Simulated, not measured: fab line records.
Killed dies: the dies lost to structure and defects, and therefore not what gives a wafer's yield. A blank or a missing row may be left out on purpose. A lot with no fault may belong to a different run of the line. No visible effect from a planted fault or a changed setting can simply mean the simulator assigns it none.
fab line records + flow sky130
[record]
- lots = 13
- wafers = 39
- last_day = 50
route steps=708 shown METAL2@485 PAD_OPEN@708
lots that met no fault: from a run of the same line without faults
start_h: hours from the record's opening day to when the first of the lot's shown wafers began + wait_h: time in hours since the lot's previous step + " unchanged from the row above + L1.1+2: one row covering several wafers at once + - no value, or no start given + * or withheld: withheld + < > ~ a bound
route shown NAME@n: names a module that has steps shown in the file, with the first one's number in the route + usual: mean/standard deviation of fault-free wafers + same: alike in all rows + chamber/n: place in a boat + sites: readings site by site + _std_site: the values' standard deviation + _edge_site: mean of outer sites minus mean of inner sites + radius_mm: for every site, how far away it sits from the centre of the wafer + mask NAME#n: copy n + behind: the tool/chamber that last shaped the wafer + hold: why the lot was held/for how many hours/how that ended + device: transistor that didn't switch, given as n, p or np + end of line: tests run on the same wafers once the route is complete + for a step that has no rows: nothing shown but its recipe + killed: the dies lost at the first sort to structure and to defects; this is not the yield of the wafer + map: shows each die of a wafer: x if killed, . if not, _ if none is there
set.NAME: the setting as run; set.NAME@STEP: as run at that earlier step + model.NAME: the simulator's own value behind a step, which no gauge read
the route's steps for a sample of lots (tables are steps, rows are wafers)
services: the hour from which a tool's chamber was out of use, counted from the record's first day as start_h (under 0 if before that day), plus the number of hours and why
[[steps]]
[step SKY_METAL2_SPUTTER_02]
[recipe]
- material = AlCu
- target_thk_nm = 250
- power_w = 10600
- time_s = 13.3
- chamber_pressure_pa = 0.4
[usual]
- throttle_valve_pct = 29.9/1.4
| lot.wafer | tool           | chamber | start_h | wait_h | throttle_valve_pct |
|-----------|----------------|---------|---------|--------|--------------------|
| L411.3    | pvd_sputter-04 | -       | 792.85  | 0.0    | 30.4               |
| L411.5    | "              | -       | "       | "      | 30.1               |
| L411.6    | "              | -       | "       | "      | 31.0               |
| L416.2    | pvd_sputter-04 | -       | 840.60  | 0.0    | 30.2               |
| L416.5    | "              | -       | "       | "      | 30.9               |
| L416.6    | "              | -       | "       | "      | 29.2               |
| L418.3    | pvd_sputter-03 | -       | 846.94  | 0.0    | 28.1               |
| L418.4    | "              | -       | "       | "      | 32.4               |
| L418.6    | "              | -       | "       | "      | 27.8               |
| L417.2    | pvd_sputter-01 | -       | 848.28  | 0.0    | 29.4               |
| L417.3    | "              | -       | "       | "      | 30.4               |
| L417.5    | "              | -       | "       | "      | 30.5               |
| L419.4    | pvd_sputter-04 | -       | 860.72  | 0.0    | 29.6               |
| L419.5    | "              | -       | "       | "      | 30.8               |
| L419.6    | "              | -       | "       | "      | 29.3               |
| L422.3    | pvd_sputter-03 | -       | 909.23  | 0.0    | 28.2               |
| L422.4    | "              | -       | "       | "      | 30.3               |
| L422.5    | "              | -       | "       | "      | 27.7               |
| L423.1    | pvd_sputter-04 | -       | 909.66  | 0.0    | 30.7               |
| L423.3    | "              | -       | "       | "      | 31.3               |
| L423.6    | "              | -       | "       | "      | 29.4               |
| L426.2    | pvd_sputter-04 | -       | 920.11  | 0.0    | 31.2               |
| L426.5    | "              | -       | "       | "      | 31.2               |
| L426.6    | "              | -       | "       | "      | 30.2               |
| L428.3    | pvd_sputter-03 | -       | 921.06  | 0.0    | 32.5               |
| L428.4    | "              | -       | "       | "      | 30.2               |
| L428.5    | "              | -       | "       | "      | 28.1               |
| L430.1    | pvd_sputter-03 | -       | 936.20  | 0.0    | 29.9               |
| L430.5    | "              | -       | "       | "      | 27.9               |
| L430.6    | "              | -       | "       | "      | 30.4               |
| L432.1    | pvd_sputter-03 | -       | 948.27  | 0.0    | 27.7               |
| L432.4    | "              | -       | "       | "      | 30.1               |
| L432.6    | "              | -       | "       | "      | 30.1               |
| L431.1    | pvd_sputter-01 | -       | 950.37  | 0.0    | 28.8               |
| L431.2    | "              | -       | "       | "      | 30.3               |
| L431.5    | "              | -       | "       | "      | 30.1               |
| L433.2    | pvd_sputter-01 | -       | 959.60  | 0.0    | 28.6               |
| L433.4    | "              | -       | "       | "      | 30.4               |
| L433.5    | "              | -       | "       | "      | 29.0               |
[step SKY_METAL2_RS_MEAS_05]
[recipe]
- thk_meas_gauge = four-point-probe
- reads = TiN_of_METAL2_SPUTTER_04+Ti_of_METAL2_SPUTTER_03+AlCu_of_METAL2_SPUTTER_02+TiN_of_METAL2_SPUTTER_01+Ti_of_METAL2_SPUTTER_00
[usual]
- METAL2_ALCU_RS = 0.1266/0.0014
| lot.wafer | tool          | chamber | start_h | wait_h | METAL2_ALCU_RS[ohm/sq] |
|-----------|---------------|---------|---------|--------|------------------------|
| L411.3    | film_metro-02 | -       | 792.98  | 0.1    | 0.1272                 |
| L411.5    | "             | -       | "       | "      | 0.1261                 |
| L411.6    | "             | -       | "       | "      | 0.1253                 |
| L416.2    | film_metro-02 | -       | 840.71  | 0.0    | 0.1284                 |
| L416.5    | "             | -       | "       | "      | 0.1268                 |
| L416.6    | "             | -       | "       | "      | 0.1267                 |
| L418.3    | film_metro-04 | -       | 847.07  | 0.1    | 0.1266                 |
| L418.4    | "             | -       | "       | "      | 0.1276                 |
| L418.6    | "             | -       | "       | "      | 0.1271                 |
| L417.2    | film_metro-04 | -       | 848.39  | 0.0    | 0.1290                 |
| L417.3    | "             | -       | "       | "      | 0.1283                 |
| L417.5    | "             | -       | "       | "      | 0.1289                 |
| L419.4    | film_metro-02 | -       | 860.87  | 0.1    | 0.1268                 |
| L419.5    | "             | -       | "       | "      | 0.1283                 |
| L419.6    | "             | -       | "       | "      | 0.1261                 |
| L422.3    | film_metro-03 | -       | 909.36  | 0.1    | 0.1257                 |
| L422.4    | "             | -       | "       | "      | 0.1260                 |
| L422.5    | "             | -       | "       | "      | 0.1263                 |
| L423.1    | film_metro-04 | -       | 909.75  | 0.0    | 0.1319                 |
| L423.3    | "             | -       | "       | "      | 0.1305                 |
| L423.6    | "             | -       | "       | "      | 0.1313                 |
| L426.2    | film_metro-02 | -       | 920.22  | 0.0    | 0.1305                 |
| L426.5    | "             | -       | "       | "      | 0.1309                 |
| L426.6    | "             | -       | "       | "      | 0.1312                 |
| L428.3    | film_metro-03 | -       | 921.19  | 0.1    | 0.1277                 |
| L428.4    | "             | -       | "       | "      | 0.1254                 |
| L428.5    | "             | -       | "       | "      | 0.1254                 |
| L430.1    | film_metro-04 | -       | 936.29  | 0.0    | 0.1268                 |
| L430.5    | "             | -       | "       | "      | 0.1265                 |
| L430.6    | "             | -       | "       | "      | 0.1266                 |
| L432.1    | film_metro-03 | -       | 948.36  | 0.0    | 0.1267                 |
| L432.4    | "             | -       | "       | "      | 0.1249                 |
| L432.6    | "             | -       | "       | "      | 0.1255                 |
| L431.1    | film_metro-03 | -       | 950.46  | 0.0    | 0.1275                 |
| L431.2    | "             | -       | "       | "      | 0.1258                 |
| L431.5    | "             | -       | "       | "      | 0.1265                 |
| L433.2    | film_metro-04 | -       | 959.71  | 0.0    | 0.1297                 |
| L433.4    | "             | -       | "       | "      | 0.1273                 |
| L433.5    | "             | -       | "       | "      | 0.1298                 |
[step SKY_METAL2_THK_MEAS_06]
[recipe]
- thk_meas_gauge = xrf
- reads = AlCu_of_METAL2_SPUTTER_02
[usual]
- METAL2_ALCU_THK = 252.1/2.7
| lot.wafer | tool          | chamber | start_h | wait_h | METAL2_ALCU_THK[nm] |
|-----------|---------------|---------|---------|--------|---------------------|
| L411.3    | film_metro-02 | -       | 793.08  | 0.1    | 247.1               |
| L411.5    | "             | -       | "       | "      | 251.9               |
| L411.6    | "             | -       | "       | "      | 253.2               |
| L416.2    | film_metro-02 | -       | 840.82  | 0.1    | 247.0               |
| L416.5    | "             | -       | "       | "      | 251.2               |
| L416.6    | "             | -       | "       | "      | 248.6               |
| L418.3    | film_metro-04 | -       | 847.17  | 0.1    | 253.9               |
| L418.4    | "             | -       | "       | "      | 251.7               |
| L418.6    | "             | -       | "       | "      | 252.2               |
| L417.2    | film_metro-04 | -       | 848.50  | 0.1    | 247.4               |
| L417.3    | "             | -       | "       | "      | 249.4               |
| L417.5    | "             | -       | "       | "      | 248.2               |
| L419.4    | film_metro-02 | -       | 860.96  | 0.1    | 250.4               |
| L419.5    | "             | -       | "       | "      | 246.3               |
| L419.6    | "             | -       | "       | "      | 253.2               |
| L422.3    | film_metro-03 | -       | 909.46  | 0.1    | 253.4               |
| L422.4    | "             | -       | "       | "      | 254.0               |
| L422.5    | "             | -       | "       | "      | 253.7               |
| L423.1    | film_metro-04 | -       | 909.87  | 0.1    | 242.6               |
| L423.3    | "             | -       | "       | "      | 245.9               |
| L423.6    | "             | -       | "       | "      | 245.5               |
| L426.2    | film_metro-02 | -       | 920.33  | 0.1    | 245.4               |
| L426.5    | "             | -       | "       | "      | 243.3               |
| L426.6    | "             | -       | "       | "      | 241.2               |
| L428.3    | film_metro-03 | -       | 921.29  | 0.1    | 250.3               |
| L428.4    | "             | -       | "       | "      | 254.8               |
| L428.5    | "             | -       | "       | "      | 255.4               |
| L430.1    | film_metro-04 | -       | 936.41  | 0.1    | 253.1               |
| L430.5    | "             | -       | "       | "      | 253.8               |
| L430.6    | "             | -       | "       | "      | 252.7               |
| L432.1    | film_metro-03 | -       | 948.48  | 0.1    | 251.2               |
| L432.4    | "             | -       | "       | "      | 254.1               |
| L432.6    | "             | -       | "       | "      | 255.1               |
| L431.1    | film_metro-03 | -       | 950.58  | 0.1    | 249.4               |
| L431.2    | "             | -       | "       | "      | 251.5               |
| L431.5    | "             | -       | "       | "      | 251.0               |
| L433.2    | film_metro-04 | -       | 959.82  | 0.1    | 248.3               |
| L433.4    | "             | -       | "       | "      | 253.3               |
| L433.5    | "             | -       | "       | "      | 247.6               |
[step SKY_PAD_OPEN_PROBE_99]
[usual]
- defect_limited_yield = 82.8/1.9
- killed_at_M0_to_M3 = 43/7.3
- killed_at_M4_up = 3.6/1.9
- killed_at_contacts = 23/5.3
- killed_at_front_end = 15/4.5
- killed_at_other = 0.3/0.72
- killed_dies = 85/9.4
- killed_open = 46/6.7
- killed_short = 38/6.8
- sort_bin_3_pad_short = 0.8/0.36
- sort_bin_5_function = 10.1/1.3
- sort_bin_6_memory = 6.3/1.2
- sort_n_pass = 407/9.4
- sort_yield_pct = 82.8/1.9
[same]
- gross_dies = 492
- killed_at_back_side = 0
- sort_bin_4_leakage[%] = 0
- sort_bin_8_speed[%] = 0
| lot.wafer | tool      | chamber | start_h | wait_h | defect_limited_yield[%] | killed_at_M0_to_M3 | killed_at_M4_up | killed_at_contacts | killed_at_front_end | killed_at_other | killed_dies | killed_open | killed_short | sort_bin_3_pad_short[%] | sort_bin_5_function[%] | sort_bin_6_memory[%] | sort_n_pass | sort_yield_pct[%] |
|-----------|-----------|---------|---------|--------|-------------------------|--------------------|-----------------|--------------------|---------------------|-----------------|-------------|-------------|--------------|-------------------------|------------------------|----------------------|-------------|-------------------|
| L411.3    | prober-01 | -       | 1076.26 | 0.2    | 82.9                    | 53                 | 4               | 16                 | 9                   | 2               | 84          | 42          | 41           | 1.0                     | 10.0                   | 6.1                  | 408         | 82.9              |
| L411.5    | prober-01 | -       | 1076.36 | 0.2    | 81.9                    | 44                 | 2               | 26                 | 17                  | 0               | 89          | 48          | 40           | 1.2                     | 10.6                   | 6.3                  | 403         | 81.9              |
| L411.6    | prober-01 | -       | 1076.41 | 0.2    | 85.6                    | 25                 | 3               | 25                 | 13                  | 5               | 71          | 41          | 25           | 0.2                     | 10.8                   | 3.5                  | 421         | 85.6              |
| L416.2    | prober-02 | -       | 1112.92 | 0.1    | 80.5                    | 42                 | 5               | 34                 | 15                  | 0               | 96          | 47          | 49           | 1.0                     | 11.0                   | 7.5                  | 396         | 80.5              |
| L416.5    | prober-02 | -       | 1113.07 | 0.2    | 79.9                    | 52                 | 3               | 25                 | 17                  | 2               | 99          | 48          | 51           | 0.8                     | 10.2                   | 9.1                  | 393         | 79.9              |
| L416.6    | prober-02 | -       | 1113.12 | 0.2    | 80.3                    | 41                 | 9               | 24                 | 23                  | 0               | 97          | 51          | 46           | 0.6                     | 11.6                   | 7.5                  | 395         | 80.3              |
| L417.2    | prober-02 | -       | 1120.57 | 0.1    | 81.9                    | 49                 | 0               | 29                 | 11                  | 0               | 89          | 51          | 38           | 0.8                     | 11.6                   | 5.7                  | 403         | 81.9              |
| L417.3    | prober-02 | -       | 1120.62 | 0.2    | 79.5                    | 50                 | 4               | 29                 | 17                  | 1               | 101         | 53          | 48           | 0.8                     | 12.6                   | 7.1                  | 391         | 79.5              |
| L417.5    | prober-02 | -       | 1120.72 | 0.2    | 79.1                    | 42                 | 5               | 41                 | 15                  | 0               | 103         | 55          | 48           | 1.2                     | 12.4                   | 7.3                  | 389         | 79.1              |
| L419.4    | prober-01 | -       | 1129.18 | 0.2    | 85.6                    | 33                 | 3               | 15                 | 20                  | 0               | 71          | 40          | 31           | 0.6                     | 10.2                   | 3.7                  | 421         | 85.6              |
| L419.5    | prober-01 | -       | 1129.23 | 0.2    | 81.5                    | 39                 | 4               | 34                 | 14                  | 0               | 91          | 55          | 36           | 0.6                     | 12.6                   | 5.3                  | 401         | 81.5              |
| L419.6    | prober-01 | -       | 1129.28 | 0.2    | 81.9                    | 46                 | 3               | 23                 | 17                  | 0               | 89          | 52          | 34           | 0.2                     | 10.4                   | 7.5                  | 403         | 81.9              |
| L423.1    | prober-02 | -       | 1164.21 | 0.1    | 85.0                    | 23                 | 4               | 29                 | 18                  | 0               | 74          | 40          | 34           | 0.2                     | 8.9                    | 5.9                  | 418         | 85.0              |
| L423.3    | prober-02 | -       | 1164.31 | 0.2    | 85.8                    | 34                 | 2               | 21                 | 13                  | 0               | 70          | 35          | 35           | 0.8                     | 9.1                    | 4.3                  | 422         | 85.8              |
| L423.6    | prober-02 | -       | 1164.46 | 0.3    | 82.1                    | 41                 | 6               | 24                 | 17                  | 0               | 88          | 54          | 34           | 0.6                     | 9.8                    | 7.5                  | 404         | 82.1              |
| L426.2    | prober-02 | -       | 1170.86 | 0.1    | 81.1                    | 43                 | 6               | 27                 | 17                  | 0               | 93          | 48          | 45           | 0.8                     | 9.1                    | 8.9                  | 399         | 81.1              |
| L426.5    | prober-02 | -       | 1171.01 | 0.2    | 84.3                    | 33                 | 3               | 26                 | 14                  | 1               | 77          | 45          | 32           | 0.6                     | 8.7                    | 6.3                  | 415         | 84.3              |
| L426.6    | prober-02 | -       | 1171.06 | 0.2    | 82.1                    | 51                 | 4               | 22                 | 11                  | 0               | 88          | 42          | 46           | 0.6                     | 10.4                   | 6.9                  | 404         | 82.1              |
| L430.1    | prober-01 | -       | 1182.77 | 0.1    | 82.1                    | 43                 | 5               | 19                 | 21                  | 0               | 88          | 49          | 39           | 1.0                     | 10.8                   | 6.1                  | 404         | 82.1              |
| L430.5    | prober-01 | -       | 1182.97 | 0.2    | 84.1                    | 44                 | 2               | 16                 | 16                  | 0               | 78          | 41          | 37           | 0.6                     | 8.1                    | 7.1                  | 414         | 84.1              |
| L430.6    | prober-01 | -       | 1183.02 | 0.2    | 82.9                    | 41                 | 3               | 22                 | 17                  | 1               | 84          | 32          | 52           | 1.4                     | 10.2                   | 5.5                  | 408         | 82.9              |
// killed by level:class
L411.3 VIA2:geometric_particle:open=10 VIA1:geometric_particle:open=8 METAL2:geometric_particle:short=6 METAL3:geometric_particle:short=6 CONTACT:geometric_particle:open=5 METAL1:geometric_particle:short=5 VIA3:geometric_particle:short=5 LI_CONTACT:geometric_particle:open=4
L411.5 CONTACT:geometric_particle:open=8 VIA2:geometric_particle:open=7 FIELD_ISO:geometric_particle:open=6 LI_CONTACT:geometric_particle:open=6 VIA3:geometric_particle:open=6 CONTACT:geometric_particle:short=5 VIA1:geometric_particle:open=5 METAL2:geometric_particle:short=5
L411.6 LI_CONTACT:geometric_particle:open=9 VIA1:geometric_particle:open=6 LOCAL_INTERCONNECT:geometric_particle:short=5 PASSIVATION:coat_microbubble_printed=5 CONTACT:geometric_particle:short=5 POLY_GATE:geometric_particle:open=4 CONTACT:geometric_particle:open=4 FIELD_ISO:geometric_particle:open=3
L416.2 CONTACT:geometric_particle:open=15 VIA1:geometric_particle:open=11 POLY_GATE:geometric_particle:short=6 METAL1:geometric_particle:short=6 LOCAL_INTERCONNECT:geometric_particle:short=6 CONTACT:geometric_particle:short=6 VIA1:geometric_particle:short=6 FIELD_ISO:geometric_particle:open=5
L416.5 VIA1:geometric_particle:open=13 METAL3:geometric_particle:short=8 VIA2:geometric_particle:open=7 CONTACT:geometric_particle:open=6 VIA3:geometric_particle:short=6 FIELD_ISO:geometric_particle:short=5 CONTACT:geometric_particle:short=5 VIA1:geometric_particle:short=5
L416.6 CONTACT:geometric_particle:open=12 POLY_GATE:geometric_particle:open=9 VIA1:geometric_particle:open=7 METAL4:geometric_particle:short=7 METAL1:geometric_particle:short=6 METAL2:geometric_particle:short=5 VIA2:geometric_particle:open=5 VIA3:geometric_particle:open=5
L417.2 CONTACT:geometric_particle:open=12 VIA1:geometric_particle:open=12 LI_CONTACT:geometric_particle:open=7 METAL1:geometric_particle:short=6 VIA1:geometric_particle:short=6 VIA3:geometric_particle:open=6 CONTACT:geometric_particle:short=5 METAL2:geometric_particle:short=4
L417.3 LI_CONTACT:geometric_particle:open=12 VIA3:geometric_particle:open=11 VIA1:geometric_particle:open=9 CONTACT:geometric_particle:short=8 CONTACT:geometric_particle:open=7 METAL2:geometric_particle:short=7 VIA2:geometric_particle:open=5 POLY_GATE:geometric_particle:short=4
L417.5 LI_CONTACT:geometric_particle:open=15 CONTACT:geometric_particle:open=9 VIA1:geometric_particle:open=7 LI_CONTACT:geometric_particle:short=6 LOCAL_INTERCONNECT:geometric_particle:short=6 VIA3:geometric_particle:open=6 CONTACT:geometric_particle:short=5 METAL1:geometric_particle:short=5
L419.4 VIA1:geometric_particle:open=8 CONTACT:geometric_particle:open=7 METAL2:geometric_particle:short=7 POLY_GATE:geometric_particle:short=6 FIELD_ISO:geometric_particle:open=4 POLY_GATE:geometric_particle:open=4 LI_CONTACT:geometric_particle:open=4 CONTACT:geometric_particle:short=4
L419.5 CONTACT:geometric_particle:open=15 VIA1:geometric_particle:open=14 LI_CONTACT:geometric_particle:open=7 VIA3:geometric_particle:open=7 FIELD_ISO:geometric_particle:short=5 VIA2:geometric_particle:open=5 LOCAL_INTERCONNECT:geometric_particle:short=5 CONTACT:geometric_particle:short=5
L419.6 CONTACT:geometric_particle:open=11 VIA2:geometric_particle:open=8 VIA3:geometric_particle:open=7 METAL1:geometric_particle:short=6 VIA1:geometric_particle:open=6 VIA1:geometric_particle:short=5 LI_CONTACT:geometric_particle:open=4 FIELD_ISO:geometric_particle:short=3
L423.1 CONTACT:geometric_particle:open=11 POLY_GATE:geometric_particle:open=8 LI_CONTACT:geometric_particle:open=8 METAL2:geometric_particle:short=5 CONTACT:geometric_particle:short=4 METAL4:geometric_particle:short=4 POLY_GATE:geometric_particle:short=3 LOCAL_INTERCONNECT:geometric_particle:short=3
L423.3 CONTACT:geometric_particle:open=7 VIA1:geometric_particle:short=6 LI_CONTACT:geometric_particle:open=6 METAL1:geometric_particle:short=6 LOCAL_INTERCONNECT:geometric_particle:short=5 METAL2:geometric_particle:short=5 VIA2:geometric_particle:open=5 POLY_GATE:geometric_particle:open=4
L423.6 CONTACT:geometric_particle:open=9 VIA3:geometric_particle:open=8 VIA1:geometric_particle:open=8 VIA2:geometric_particle:open=6 METAL1:geometric_particle:short=6 FIELD_ISO:geometric_particle:open=4 POLY_GATE:geometric_particle:open=4 LI_CONTACT:geometric_particle:open=4
L426.2 CONTACT:geometric_particle:short=10 CONTACT:geometric_particle:open=9 VIA1:geometric_particle:open=7 METAL1:geometric_particle:short=6 VIA2:geometric_particle:open=6 VIA3:geometric_particle:open=6 POLY_GATE:geometric_particle:open=5 METAL2:geometric_particle:short=5
L426.5 LOCAL_INTERCONNECT:geometric_particle:short=8 CONTACT:geometric_particle:open=8 VIA2:geometric_particle:open=8 VIA3:geometric_particle:open=8 LI_CONTACT:geometric_particle:open=7 VIA1:geometric_particle:open=5 POLY_GATE:geometric_particle:short=4 POLY_GATE:geometric_particle:open=4
L426.6 CONTACT:geometric_particle:open=8 VIA2:geometric_particle:open=7 METAL1:geometric_particle:short=7 VIA1:geometric_particle:open=7 VIA1:geometric_particle:short=7 METAL2:geometric_particle:short=6 FIELD_ISO:geometric_particle:short=5 LI_CONTACT:geometric_particle:open=5
L430.1 VIA3:geometric_particle:open=8 POLY_GATE:geometric_particle:open=7 VIA1:geometric_particle:open=7 FIELD_ISO:geometric_particle:short=6 LI_CONTACT:geometric_particle:open=6 CONTACT:geometric_particle:open=6 LI_CONTACT:geometric_particle:short=5 METAL4:geometric_particle:short=5
L430.5 METAL1:geometric_particle:short=11 VIA1:geometric_particle:open=10 VIA3:geometric_particle:open=7 LI_CONTACT:geometric_particle:open=6 VIA1:geometric_particle:short=6 FIELD_ISO:geometric_particle:short=4 POLY_GATE:geometric_particle:open=4 CONTACT:geometric_particle:short=4
L430.6 VIA1:geometric_particle:open=9 POLY_GATE:geometric_particle:short=6 LI_CONTACT:geometric_particle:short=6 METAL1:geometric_particle:short=6 METAL2:geometric_particle:short=6 LOCAL_INTERCONNECT:geometric_particle:short=5 FIELD_ISO:geometric_particle:open=4 VIA1:geometric_particle:short=4
[[services]]
| tool           | chamber | start_h | hours | kind                   |
|----------------|---------|---------|-------|------------------------|
| pvd_sputter-01 | -       | 770.82  | 3.8   | repair                 |
| pvd_sputter-01 | 1       | 777.98  | -     | consumable_replace:kit |
| pvd_sputter-01 | 1       | 777.98  | 18.0  | scheduled_down         |
| pvd_sputter-01 | 1       | 777.98  | 18.0  | vent_cycle             |
| pvd_sputter-03 | -       | 785.63  | 3.2   | repair                 |
| pvd_sputter-03 | -       | 787.59  | 6.3   | repair                 |
| pvd_sputter-01 | -       | 822.80  | 1.7   | repair                 |
| pvd_sputter-04 | -       | 829.44  | 5.4   | repair                 |
| pvd_sputter-03 | -       | 862.96  | 6.4   | repair                 |
| pvd_sputter-01 | -       | 890.55  | 2.6   | repair                 |
| pvd_sputter-03 | -       | 910.96  | 2.9   | repair                 |
| pvd_sputter-03 | 1       | 923.54  | -     | consumable_replace:kit |
| pvd_sputter-03 | 1       | 923.54  | 18.0  | scheduled_down         |
| pvd_sputter-03 | 1       | 923.54  | 18.0  | vent_cycle             |
| pvd_sputter-01 | 0       | 935.31  | -     | consumable_replace:kit |
| pvd_sputter-01 | 0       | 935.31  | 18.0  | scheduled_down         |
| pvd_sputter-01 | 0       | 935.31  | 18.0  | vent_cycle             |
[[key]]
[first_sign]
- step = SKY_METAL2_RS_MEAS_05
- reading = METAL2_ALCU_RS
- direction = up
- sigmas = 3.1
- usual = 0.1266
- struck = 0.1310
[effect]
- step = SKY_METAL2_THK_MEAS_06
- reading = METAL2_ALCU_THK
- direction = down
- sigmas = 2.9
- usual = 252.1
- struck = 244.0
met_at SKY_METAL2_SPUTTER_02
struck_lots L423,L426
onset_between 860.72 909.66
[fault]
- kind = process_parameter_drift
- tool = pvd_sputter-04
- chamber = -
- onset_h = 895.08
- steps = SKY_METAL2_SPUTTER_02
- channel = time_s
- offset = *
- shape = step
- end_h = 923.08
- acts_in = *
- stated = *
